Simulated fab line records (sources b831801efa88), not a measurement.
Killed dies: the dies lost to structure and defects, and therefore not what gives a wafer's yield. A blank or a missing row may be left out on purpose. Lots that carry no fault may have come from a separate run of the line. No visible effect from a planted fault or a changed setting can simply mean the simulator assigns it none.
What tool caused it? + flow gf180mcu + Sampling: 6 lots, 18 wafers, 2 of 602 route steps

## WHAT THE GAUGES READ, wafer by wafer
GF_PSD_RS_MEAS_14: the measuring method here is four-point-probe.
| lot  | measured     | on           | NSD_RS (ohm/sq)   |
|------|--------------|--------------|-------------------|
| L955 | day 15 13:24 | filmMetro-01 | 45.89 45.83 45.75 |
| L958 | day 16 10:41 | filmMetro-02 | 45.64 45.70 45.68 |
| L962 | day 17 19:55 | filmMetro-02 | 45.66 45.80 45.72 |
| L965 | day 18 20:58 | filmMetro-04 | 45.77 45.78 45.71 |
| L971 | day 21 06:30 | filmMetro-01 | 47.07 47.16 47.15 |
| L973 | day 21 15:55 | filmMetro-02 | 45.62 45.72 45.73 |

## EACH LOT AND THE TOOL THAT RAN IT (in order: tool; ch and the chambers of the sampled wafers; start)
| lot  | GF_PSD_RTA_13                   |
|------|---------------------------------|
| L955 | rtpAnneal-02 ch 0, day 15 13:19 |
| L958 | rtpAnneal-01 ch 0, day 16 10:36 |
| L962 | rtpAnneal-01 ch 0, day 17 19:50 |
| L965 | rtpAnneal-02 ch 0, day 18 20:53 |
| L971 | rtpAnneal-02 ch 0, day 21 06:25 |
| L973 | rtpAnneal-01 ch 0, day 21 15:49 |
- GF_PSD_RTA_13: time 20 s.

## THE ANSWER, worked out from the rows above alone
Rule: the usual values come from the lots themselves. The widest of any qualifying gaps counts: lots, ordered by their means at a reading, are off when they make up no more than a third of the lots, leave a main group of 4 or more, and stand apart from it by 3 or more times the standard deviation of that group's means. The tables above print the reading to a certain number of digits; a main group whose means all agree to those digits is not used. Also off: a lot with no number at a reading for which 4 or more lots have one. Any other lot the step has rows for is counted as sound.
Off: at GF_PSD_RS_MEAS_14 (NSD_RS), L971. The main group has a mean of 45.73 ohm/sq with a standard deviation of 0.053.
If a tool, at a process step before that reading, ran all the lots that are off and no sound lot after the first of them, it fits. Those tools and the gauges at GF_PSD_RS_MEAS_14 are tried in the same way. Can't be told from this: 2 tools fit, rtpAnneal-02 at GF_PSD_RTA_13, filmMetro-01 at GF_PSD_RS_MEAS_14.

## WHAT THE SIMULATOR PUT IN
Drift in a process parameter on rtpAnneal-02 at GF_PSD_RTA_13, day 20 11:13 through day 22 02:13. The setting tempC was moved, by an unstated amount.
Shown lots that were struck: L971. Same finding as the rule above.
